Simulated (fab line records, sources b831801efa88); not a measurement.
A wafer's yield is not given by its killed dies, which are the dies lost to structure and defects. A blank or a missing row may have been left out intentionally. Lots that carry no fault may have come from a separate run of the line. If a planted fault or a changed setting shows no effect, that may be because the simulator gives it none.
A single fault, viewed from 2 desks ; flow sfqLine ; only its own numbers are on each desk; what lay behind them is given at the end

FOR THE TOOL OWNER'S DESK: pecvd-03
The tool's own readings at SFQ_TRILAYER_L0_CAP_PECVD_011 (deposits SiO2 from SiH4/N2O, time 13.333 s, target thk 60 nm): means of the sampled wafers that have a number, for each lot that ran on this tool. Any lot whose mean is over 4 standard deviations away from the usual mean is out of limits and marked OUT; that distance is given in the brackets.
Columns: A = heaterPowerW at SFQ_TRILAYER_L0_CAP_PECVD_011, usual 81 W; B = throttleValvePct at SFQ_TRILAYER_L0_CAP_PECVD_011, usual 24.1 %
lot;first seen here;A;B
L707;day 5 02:06;78;23.8
L713;day 6 09:22;74;23.4
L716;day 7 04:25;73;23.1
L717;day 7 10:04;79;23.3
L727;day 10 01:22;67;23.1
Result from this desk: across the 5 lots, nothing is out of limits.

THE METROLOGY DESK
What the gauges read for every lot (on any tool): the sampled wafers with a number, averaged. Any lot whose mean is over 4 standard deviations away from the usual mean is out of limits and marked OUT; that distance is given in the brackets.
Columns: A = M4_OVL at SFQ_M4_OVL_MEAS_926, usual 2 nm; B = M6_NB_RS at SFQ_M6_RS_MEAS_938, usual 0.894 ohm/sq
lot;first seen here;A;B
L704;day 37 21:23;0;0.884
L705;day 38 10:34;4;0.902
L706;day 42 11:56;7;0.886
L707;day 42 13:08;0;0.899
L708;day 42 21:33;11;0.895
L711;day 45 07:28;3;0.914
L713;day 46 21:40;5;0.899
L716;day 51 15:59;8;0.883
L717;day 52 02:59;-1;0.890
L719;day 52 14:32;6;0.892
L721;day 52 23:15;0;0.888
L722;day 57 19:02;5;0.907
L723;day 57 21:26;4;0.894
L727;day 59 09:55;-5;0.877
Result from this desk: across the 14 lots, nothing is out of limits.

TAKEN TOGETHER
The tool owner's desk saw nothing out of limits.
From the metrology desk's view, nothing was out of limits.

WHAT HAD BEEN PUT IN BY THE SIMULATOR
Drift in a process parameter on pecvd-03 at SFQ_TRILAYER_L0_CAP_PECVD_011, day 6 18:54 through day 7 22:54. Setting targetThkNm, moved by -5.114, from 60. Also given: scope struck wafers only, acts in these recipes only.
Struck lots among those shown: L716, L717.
